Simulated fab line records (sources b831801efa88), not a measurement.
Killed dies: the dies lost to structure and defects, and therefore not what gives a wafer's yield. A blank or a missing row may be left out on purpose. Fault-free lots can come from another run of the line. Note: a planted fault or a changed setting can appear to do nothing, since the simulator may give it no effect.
2 desks looking at one fault    flow gf180mcu    each desk holds nothing but its own numbers, with what lay behind them at the end

METROLOGY DESK
What the gauges read, lot by lot, whatever tool the lot ran on: means of the sampled wafers that have a number. If a lot's mean is further than 4 standard deviations from the usual mean, the lot is out of limits and carries the mark OUT (the distance appears in the brackets).
Columns: A = INCOMING_BOW at GF_STI_BOW_MEAS_00, usual -1 um; B = STI_OXIDATION_01_THK at GF_STI_THK_MEAS_22, usual 15.12 nm; C = STI_OXIDATION_02_THK at GF_STI_THK_MEAS_30, usual 10.06 nm; D = NWELL_TW at GF_NWELL_TW_MEAS_11, usual 1576; E = NWELL_RS at GF_VT_IMPLANT_RS_MEAS_47, usual 487.8 ohm/sq
lot   first seen here  A   B      C      D                E
L909  day 1 10:00      -5  14.89  10.08  1575             485.8
L910  day 1 15:00      -4  15.08  10.17  1610             486.5
L912  day 2 01:01      -4  15.21  9.91   1616             488.2
L914  day 2 11:04      4   14.44  9.77   1564             488.0
L915  day 2 16:00      -3  15.04  10.13  1567             487.3
L916  day 2 21:01      -0  15.33  10.19  1563             489.5
L919  day 3 12:00      -2  15.25  9.94   1567             488.5
L920  day 3 17:02      5   15.13  10.02  1566             486.8
L923  day 4 08:01      1   15.22  10.05  1564             486.0
L927  day 5 04:00      -5  15.00  10.07  1752 (+8.4) OUT  395.8 (-77) OUT
L928  day 5 09:01      6   14.94  10.19  1752 (+8.4) OUT  396.5 (-76) OUT
L931  day 6 00:00      -1  15.40  10.22  1615             486.7
L932  day 6 05:00      -5  15.08  10.12  1566             487.8
This desk reports L927, L928 out of limits; the earliest was L927 at day 7 14:23 (NWELL_TW at GF_NWELL_TW_MEAS_11). L909, L910, L912, L914, L915, L916, L919, L920, L923, L931, L932 stayed within limits.

AT THE TOOL OWNER'S DESK: implanter-04
GF_NWELL_IMPLANT_08, tool's own readings: per-lot mean of the sampled wafers with a number, covering each lot this tool ran. If a lot's mean is further than 4 standard deviations from the usual mean, the lot is out of limits and carries the mark OUT (the distance appears in the brackets).
Columns: A = dose-ions-cm2 at GF_NWELL_IMPLANT_08, usual 1.5005e+13; B = faraday-current-uA at GF_NWELL_IMPLANT_08, usual 84.6
lot   first seen here  A                             B
L909  day 3 08:15      1.5020e+13                    85.9
L910  day 3 15:41      1.5014e+13                    84.8
L914  day 4 09:23      1.4997e+13                    85.0
L920  day 5 20:18      1.5007e+13                    84.4
L923  day 6 11:47      1.5026e+13                    84.9
L927  day 7 13:59      2.2469e+13 (+99 or more) OUT  126.2 (+26) OUT
L928  day 7 15:11      2.2470e+13 (+99 or more) OUT  125.9 (+26) OUT
This desk finds L927, L928 out of limits, L927 being first, at day 7 13:59 (dose-ions-cm2 at GF_NWELL_IMPLANT_08). L909, L910, L914, L920, L923 stayed within limits.

ALL TOGETHER
The tool owner's desk could have raised an alarm at day 7 13:59, on L927, L928.
The metrology desk could have raised an alarm at day 7 14:23, on L927, L928.
GF_NWELL_IMPLANT_08 was run on implanter-04 by each of the lots named.

WHAT WAS PUT IN BY THE SIMULATOR
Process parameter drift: implanter-04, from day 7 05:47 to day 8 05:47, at GF_NWELL_IMPLANT_08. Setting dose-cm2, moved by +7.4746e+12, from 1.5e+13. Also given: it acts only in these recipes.
Struck lots among those shown: L927, L928.
Counting hours from when the fault started, the first reading out of limits came at 8 for the tool owner's desk and at 9 for the metrology desk.
